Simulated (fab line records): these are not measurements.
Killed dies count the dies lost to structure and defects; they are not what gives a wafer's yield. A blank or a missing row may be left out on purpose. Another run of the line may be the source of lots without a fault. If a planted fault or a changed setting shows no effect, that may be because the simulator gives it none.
Code-filled problem report in 8D (eight disciplines) form / flow sky130 / the parts of the form that need people (team, actions taken, sign-off) are left out

== 1. THE PROBLEM ==
Mean of tube-center-temp-C at SKY_GATE_OXIDE_OXIDATION_16: 791.01 C across 9 wafers in 3 lots; on wafers with no fault it is 800.01 C (standard deviation 0.072). So: -99 or more standard deviations from the usual mean.
The step: stabilise 600 s, purge 300 s, target thk 3.57 nm.
The first sign was on wafer L999.1 at day 17 16:22, on furnace-01. The record holds 21 wafers of 7 lots with a number at this step. By rule, "out" or "out of limits" means more than 4 standard deviations away from the usual mean. All remaining wafers that have a number are taken as sound.

== 2. WHAT IT IS; WHAT IT IS NOT ==
question=which readings at this step | is=tube-center-temp-C, spike-tc-centre-C, spike-tc-lower-C, spike-tc-upper-C, tube_center_temp_C_max | is not=zone-power-bottom-pct
question=which lots | is=L102, L103, L999 | is not=L100, L110, L990, L991
question=which wafers of those lots | is=all that have a number | is not=-
question=read on which tools | is=furnace-01 | is not=furnace-02
question=when | is=from day 17 16:22 | is not=up to then (6 sound wafers); but 6 sound wafers of L100, L110 came after

== 3. THE SUSPECTS, EACH WITH WHAT RULES IT OUT ==
Counting: a tool stays on the suspect list if, at a process step up to the reading, it processed all lots that are out and no sound lot following the first of them.
- furnace-01 at SKY_GATE_OXIDE_OXIDATION_16 (stabilise 600 s, purge 300 s, target thk 3.57 nm): ruled out as a lasting fault. Following L999 (day 17 16:22), the first lot on it that is out, the sound lots L110 were run on it.
Left after counting: nothing in the record.

== 4. THE CAUSE (what the simulator had put in) ==
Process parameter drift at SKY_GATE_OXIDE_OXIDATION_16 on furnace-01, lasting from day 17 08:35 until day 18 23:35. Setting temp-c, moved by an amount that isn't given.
Counting ruled it out, wrongly.

== 5. THE CHAIN OF EFFECTS, in route order ==
One row per reading whose mean, taken over the struck wafers that have a number, lies over 3 standard deviations from the usual. Only readings for which the record gives a usual standard deviation are gone through. hours: the time from each lot's start at the first step in this table that gives one to its start at this step, as a median over the lots. sigmas: the change in usual standard deviations.
hours=0; step=SKY_GATE_OXIDE_OXIDATION_16; reading=spike-tc-bottom-C; usual=818 C; on struck wafers=807; change=-11; sigmas=-3.6
hours=0; step=SKY_GATE_OXIDE_OXIDATION_16; reading=spike-tc-centre-C; usual=801.7 C; on struck wafers=792.1; change=-9.6; sigmas=-8.7
hours=0; step=SKY_GATE_OXIDE_OXIDATION_16; reading=spike-tc-lower-C; usual=799.4 C; on struck wafers=789.2; change=-10.2; sigmas=-6.8
hours=0; step=SKY_GATE_OXIDE_OXIDATION_16; reading=spike-tc-upper-C; usual=800.8 C; on struck wafers=791.4; change=-9.4; sigmas=-7.8
hours=0; step=SKY_GATE_OXIDE_OXIDATION_16; reading=tube-center-temp-C; usual=800.01 C; on struck wafers=791.01; change=-9.00; sigmas=-99 or more
hours=0; step=SKY_GATE_OXIDE_OXIDATION_16; reading=tube_center_temp_C_max; usual=802.1; on struck wafers=792.9; change=-9.2; sigmas=-25
Process steps it contains:
- SKY_GATE_OXIDE_OXIDATION_16: stabilise 600 s, purge 300 s, target thk 3.57 nm.

== 6. HOW IT WOULD HAVE BEEN CAUGHT EARLIER ==
The fault began at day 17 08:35; the first out-of-limits reading in this record came at day 17 16:22, 8 hours later.
